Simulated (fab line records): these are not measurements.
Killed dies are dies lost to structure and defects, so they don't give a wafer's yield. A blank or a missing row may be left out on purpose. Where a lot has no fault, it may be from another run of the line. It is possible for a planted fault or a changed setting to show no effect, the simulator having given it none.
Which tool did it? ; flow gf180mcu ; 24 lots with 72 wafers sampled at 5 steps, on a route of 602 steps

WHAT THE GAUGES READ, wafer by wafer
GF_M2_THK_MEAS_06: measures by xrf.
lot;measured;on;M2_ALCU_THK (nm)
L074;day 18 02:00;film_metro-02;460 460 458
L075;day 18 12:49;film_metro-04;461 466 458
L076;day 18 23:49;film_metro-02;454 456 459
L077;day 19 13:07;film_metro-02;454 460 462
L078;day 19 21:32;film_metro-02;462 455 461
L079;day 20 03:20;film_metro-04;459 458 457
L080;day 20 13:07;film_metro-02;462 459 463
L081;day 20 22:46;film_metro-04;458 462 454
L082;day 21 08:39;film_metro-03;467 464 467
L083;day 21 15:54;film_metro-02;457 464 459
L084;day 22 02:29;film_metro-04;462 463 470
L085;day 22 13:58;film_metro-04;461 459 459
L086;day 22 17:47;film_metro-03;462 461 462
L087;day 23 00:22;film_metro-03;463 471 460
L088;day 23 10:49;film_metro-04;459 455 459
L089;day 23 19:18;film_metro-03;464 467 467
L090;day 24 03:12;film_metro-04;465 464 465
L091;day 24 11:37;film_metro-02;465 464 460
L092;day 24 23:21;film_metro-02;460 463 462
L093;day 25 00:23;film_metro-02;461 466 465
L094;day 25 06:49;film_metro-03;462 467 462
L095;day 25 16:23;film_metro-02;456 457 461
L096;day 25 21:19;film_metro-02;462 463 465
L097;day 26 05:08;film_metro-03;467 466 467

GF_V2_CD_MEAS_14 targets a cd of 260 nm.
lot;measured;on;cd_nm (nm)
L074;day 20 03:30;cd_sem-01;262.1 260.2 260.4
L075;day 20 14:48;cd_sem-01;258.6 258.3 258.3
L076;day 21 01:01;cd_sem-02;259.4 259.7 259.4
L077;day 21 14:48;cd_sem-01;258.2 259.8 259.9
L078;day 21 23:17;cd_sem-01;259.5 260.4 258.4
L079;day 22 04:52;cd_sem-02;259.2 259.2 258.3
L080;day 22 13:49;cd_sem-02;260.6 260.1 259.8
L081;day 23 00:12;cd_sem-01;258.4 259.6 258.5
L082;day 23 08:44;cd_sem-02;258.9 258.2 259.0
L083;day 23 15:04;cd_sem-02;260.3 259.4 260.0
L084;day 24 02:17;cd_sem-01;261.1 260.1 261.0
L085;day 24 12:01;cd_sem-01;261.0 260.7 260.6
L086;day 24 15:45;cd_sem-02;259.5 259.9 259.6
L087;day 24 22:04;cd_sem-01;261.4 261.8 261.8
L088;day 25 08:25;cd_sem-01;259.7 259.9 260.6
L089;day 25 16:32;cd_sem-02;260.2 260.3 260.8
L090;day 25 23:36;cd_sem-01;258.9 258.2 260.0
L091;day 26 07:46;cd_sem-01;259.4 258.3 259.4
L092;day 26 20:03;cd_sem-02;260.4 261.4 260.6
L093;day 26 19:42;cd_sem-02;259.4 262.3 260.0
L094;day 27 02:34;cd_sem-01;259.8 260.0 259.7
L095;day 27 10:53;cd_sem-01;258.2 258.4 258.5
L096;day 27 15:07;cd_sem-02;258.3 259.6 259.0
L097;day 27 22:50;cd_sem-02;260.7 260.5 260.2

GF_V2_THK_MEAS_25: measures by xrf.
lot;measured;on;V2_W_THK (nm)
L074;day 20 04:39;film_metro-02;353 353 348
L075;day 20 15:57;film_metro-01;359 356 358
L076;day 21 02:11;film_metro-04;352 358 352
L077;day 21 16:04;film_metro-04;356 358 354
L078;day 22 00:25;film_metro-04;343 345 342
L079;day 22 06:01;film_metro-04;349 346 353
L080;day 22 15:00;film_metro-04;355 346 348
L081;day 23 01:21;film_metro-01;358 355 360
L082;day 23 09:53;film_metro-02;349 355 354
L083;day 23 16:12;film_metro-04;354 349 352
L084;day 24 03:47;film_metro-04;357 351 353
L085;day 24 13:10;film_metro-01;366 368 364
L086;day 24 16:54;film_metro-01;362 362 361
L087;day 24 23:23;film_metro-04;346 347 343
L088;day 25 09:35;film_metro-01;372 368 369
L089;day 25 17:41;film_metro-04;354 353 351
L090;day 26 00:44;film_metro-04;358 357 359
L091;day 26 08:56;film_metro-04;357 359 355
L092;day 26 21:19;film_metro-01;351 360 359
L093;day 26 20:51;film_metro-01;356 357 357
L094;day 27 03:49;film_metro-04;353 353 350
L095;day 27 12:04;film_metro-04;350 348 342
L096;day 27 16:16;film_metro-04;340 343 341
L097;day 28 00:22;film_metro-01;360 364 360

TOOL THAT RAN EACH LOT (tool first, then ch and the chambers of the sampled wafers, then the start)
lot;GF_V1_SPUTTER_21;GF_M2_SPUTTER_01
L074;pvd_sputter-01, day 18 00:58;pvd_sputter-04, day 18 01:46
L075;pvd_sputter-01, day 18 11:45;pvd_sputter-04, day 18 12:33
L076;pvd_sputter-04, day 18 22:39;pvd_sputter-03, day 18 23:34
L077;pvd_sputter-03, day 19 11:24;pvd_sputter-04, day 19 12:53
L078;pvd_sputter-01, day 19 20:29;pvd_sputter-03, day 19 21:17
L079;pvd_sputter-03, day 20 02:18;pvd_sputter-02, day 20 03:05
L080;pvd_sputter-04, day 20 12:04;pvd_sputter-02, day 20 12:52
L081;pvd_sputter-03, day 20 21:41;pvd_sputter-02, day 20 22:29
L082;pvd_sputter-04, day 21 07:37;pvd_sputter-04, day 21 08:25
L083;pvd_sputter-04, day 21 14:51;pvd_sputter-03, day 21 15:39
L084;pvd_sputter-03, day 22 01:26;pvd_sputter-04, day 22 02:15
L085;pvd_sputter-04, day 22 12:53;pvd_sputter-03, day 22 13:42
L086;pvd_sputter-04, day 22 16:45;pvd_sputter-02, day 22 17:33
L087;pvd_sputter-04, day 22 23:19;pvd_sputter-03, day 23 00:07
L088;pvd_sputter-01, day 23 09:46;pvd_sputter-04, day 23 10:33
L089;pvd_sputter-03, day 23 18:16;pvd_sputter-03, day 23 19:04
L090;pvd_sputter-03, day 24 02:10;pvd_sputter-02, day 24 02:57
L091;pvd_sputter-04, day 24 10:34;pvd_sputter-04, day 24 11:21
L092;pvd_sputter-01, day 24 22:19;pvd_sputter-03, day 24 23:06
L093;pvd_sputter-01, day 24 23:20;pvd_sputter-04, day 25 00:08
L094;pvd_sputter-04, day 25 05:38;pvd_sputter-03, day 25 06:26
L095;pvd_sputter-04, day 25 15:22;pvd_sputter-02, day 25 16:09
L096;pvd_sputter-04, day 25 20:16;pvd_sputter-03, day 25 21:03
L097;pvd_sputter-04, day 26 04:06;pvd_sputter-04, day 26 04:53
- GF_V1_SPUTTER_21: material Ti, target thk 15 nm, time 80.02 s.
- GF_M2_SPUTTER_01: material TiN, target thk 30 nm, time 25 s.

WHAT THE TOOLS THEMSELVES READ (means of the sampled wafers that have a number; where no wafer has one, the mark that the record gives instead)
GF_V1_SPUTTER_21.
lot;tool;throttle_valve_pct (%)
L074;pvd_sputter-01;29.8
L075;pvd_sputter-01;29.6
L076;pvd_sputter-04;30.4
L077;pvd_sputter-03;29.3
L078;pvd_sputter-01;29.4
L079;pvd_sputter-03;29.6
L080;pvd_sputter-04;30.6
L081;pvd_sputter-03;29.6
L082;pvd_sputter-04;30.6
L083;pvd_sputter-04;30.8
L084;pvd_sputter-03;29.7
L085;pvd_sputter-04;30.6
L086;pvd_sputter-04;30.7
L087;pvd_sputter-04;30.6
L088;pvd_sputter-01;29.3
L089;pvd_sputter-03;29.6
L090;pvd_sputter-03;29.1
L091;pvd_sputter-04;30.8
L092;pvd_sputter-01;30.0
L093;pvd_sputter-01;30.2
L094;pvd_sputter-04;30.6
L095;pvd_sputter-04;30.8
L096;pvd_sputter-04;30.6
L097;pvd_sputter-04;30.8

GF_M2_SPUTTER_01.
lot;tool;throttle_valve_pct (%)
L074;pvd_sputter-04;30.6
L075;pvd_sputter-04;30.5
L076;pvd_sputter-03;29.3
L077;pvd_sputter-04;30.7
L078;pvd_sputter-03;29.7
L079;pvd_sputter-02;29.8
L080;pvd_sputter-02;28.2
L081;pvd_sputter-02;29.7
L082;pvd_sputter-04;30.6
L083;pvd_sputter-03;29.3
L084;pvd_sputter-04;30.8
L085;pvd_sputter-03;29.4
L086;pvd_sputter-02;29.9
L087;pvd_sputter-03;29.8
L088;pvd_sputter-04;30.4
L089;pvd_sputter-03;29.7
L090;pvd_sputter-02;29.4
L091;pvd_sputter-04;30.7
L092;pvd_sputter-03;29.4
L093;pvd_sputter-04;30.5
L094;pvd_sputter-03;29.7
L095;pvd_sputter-02;30.1
L096;pvd_sputter-03;29.7
L097;pvd_sputter-04;30.5

THE ANSWER, worked out from the rows above alone
Rule: what is usual is taken from the lots themselves. Put in order of their means at a reading, lots are off if they are a third of the lots or fewer, leave a main group of 4 or more, and stand apart from it by a gap of 3 or more times the standard deviation of the main group's means; of several such gaps the widest counts. If all means in a main group match to the digits the tables above print for the reading, that group is not used. A lot without any number at a reading at which 4 lots or more have one is off too. All remaining lots with rows at the step are treated as sound. First the gauges in route order, then the tools' own readings, where a lot's mean is used as printed above. The first step at which some lot is off is used, and at that step the reading that is off furthest; a lot without a number counts as furthest.
No lot is off on any of the readings shown, so nothing can be concluded from this.

WHAT THE SIMULATOR HAD INSERTED
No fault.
